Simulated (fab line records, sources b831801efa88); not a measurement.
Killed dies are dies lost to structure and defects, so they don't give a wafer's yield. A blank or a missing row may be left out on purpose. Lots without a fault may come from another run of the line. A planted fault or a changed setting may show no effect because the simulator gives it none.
Which tool did it? | flow gf180mcu | 12 lots, 36 wafers sampled, at 3 steps of a route of 602

WHAT THE GAUGES READ, wafer by wafer
GF_M1_CD_MEAS_14: target cd 230 nm.
lot  | measured     | on        | cd_nm (nm)
L195 | day 16 23:17 | cd_sem-02 | 229.2 230.2 229.5
L197 | day 18 00:04 | cd_sem-02 | 230.0 228.6 228.2
L199 | day 18 16:34 | cd_sem-01 | 230.3 230.6 230.7
L200 | day 18 23:40 | cd_sem-01 | 231.9 232.9 232.3
L207 | day 21 19:28 | cd_sem-01 | 228.5 227.6 229.0
L209 | day 22 14:22 | cd_sem-01 | 229.2 230.4 230.6
L211 | day 23 00:28 | cd_sem-01 | 228.9 229.2 228.3
L210 | day 23 02:39 | cd_sem-01 | 227.9 228.6 228.3
L212 | day 23 08:59 | cd_sem-01 | 228.6 227.6 228.9
L213 | day 23 15:41 | cd_sem-01 | 229.9 230.3 230.8
L215 | day 24 10:23 | cd_sem-02 | 232.2 231.9 231.3
L218 | day 25 06:43 | cd_sem-02 | 231.5 230.5 230.9

GF_V1_THK_MEAS_25: measures by xrf.
lot  | measured     | on            | V1_W_THK (nm)
L195 | day 18 01:50 | film_metro-01 | 348 346 350
L197 | day 19 02:43 | film_metro-01 | 358 358 353
L199 | day 19 20:03 | film_metro-04 | 360 356 348
L200 | day 20 02:33 | film_metro-04 | 360 360 359
L207 | day 22 21:28 | film_metro-01 | 359 365 363
L209 | day 23 15:23 | film_metro-04 | 368 365 363
L211 | day 24 01:20 | film_metro-04 | 368 366 366
L210 | day 24 03:16 | film_metro-02 | 360 358 360
L212 | day 24 09:58 | film_metro-02 | 349 355 353
L213 | day 24 16:36 | film_metro-04 | 367 355 356
L215 | day 25 10:17 | film_metro-01 | 360 363 367
L218 | day 26 07:05 | film_metro-01 | 360 359 364

WHICH TOOL RAN EACH LOT (tool, then ch and the chambers of the sampled wafers, then the start)
lot  | GF_V1_SPUTTER_22
L195 | pvd_sputter-01, day 18 01:32
L197 | pvd_sputter-01, day 19 02:26
L199 | pvd_sputter-02, day 19 19:46
L200 | pvd_sputter-01, day 20 02:16
L207 | pvd_sputter-02, day 22 21:11
L209 | pvd_sputter-01, day 23 15:07
L211 | pvd_sputter-02, day 24 01:04
L210 | pvd_sputter-01, day 24 02:59
L212 | pvd_sputter-01, day 24 09:41
L213 | pvd_sputter-02, day 24 16:19
L215 | pvd_sputter-03, day 25 10:00
L218 | pvd_sputter-03, day 26 06:49
- GF_V1_SPUTTER_22: material TiN, target thk 10 nm, time 40 s.

WHAT THE TOOLS THEMSELVES READ (means of the sampled wafers that have a number; where no wafer has one, the mark that the record gives instead)
GF_V1_SPUTTER_22.
lot  | tool           | throttle_valve_pct (%)
L195 | pvd_sputter-01 | 30.1
L197 | pvd_sputter-01 | 29.4
L199 | pvd_sputter-02 | 29.6
L200 | pvd_sputter-01 | 29.7
L207 | pvd_sputter-02 | 29.7
L209 | pvd_sputter-01 | 30.2
L211 | pvd_sputter-02 | 29.2
L210 | pvd_sputter-01 | 29.4
L212 | pvd_sputter-01 | 30.0
L213 | pvd_sputter-02 | 29.6
L215 | pvd_sputter-03 | 29.1
L218 | pvd_sputter-03 | 29.2

THE ANSWER, worked out from the rows above alone
Rule: what is usual is taken from the lots themselves. Put in order of their means at a reading, lots are off if they are a third of the lots or fewer, leave a main group of 4 or more, and stand apart from it by a gap of 3 or more times the standard deviation of the main group's means; of several such gaps the widest counts. A main group whose means are all the same, to the digits that the tables above print for the reading, isn't used. A lot without any number at a reading at which 4 lots or more have one is off too. The other lots that the step has rows for count as sound. The gauges are gone through in route order, then the tools' own readings, and for those a lot's mean is taken as printed above. The first step at which some lot is off is used, and at that step the reading that is off furthest; a lot without a number counts as furthest.
No lot is off at any reading shown: from this, nothing can be told.

WHAT THE SIMULATOR HAD PUT IN
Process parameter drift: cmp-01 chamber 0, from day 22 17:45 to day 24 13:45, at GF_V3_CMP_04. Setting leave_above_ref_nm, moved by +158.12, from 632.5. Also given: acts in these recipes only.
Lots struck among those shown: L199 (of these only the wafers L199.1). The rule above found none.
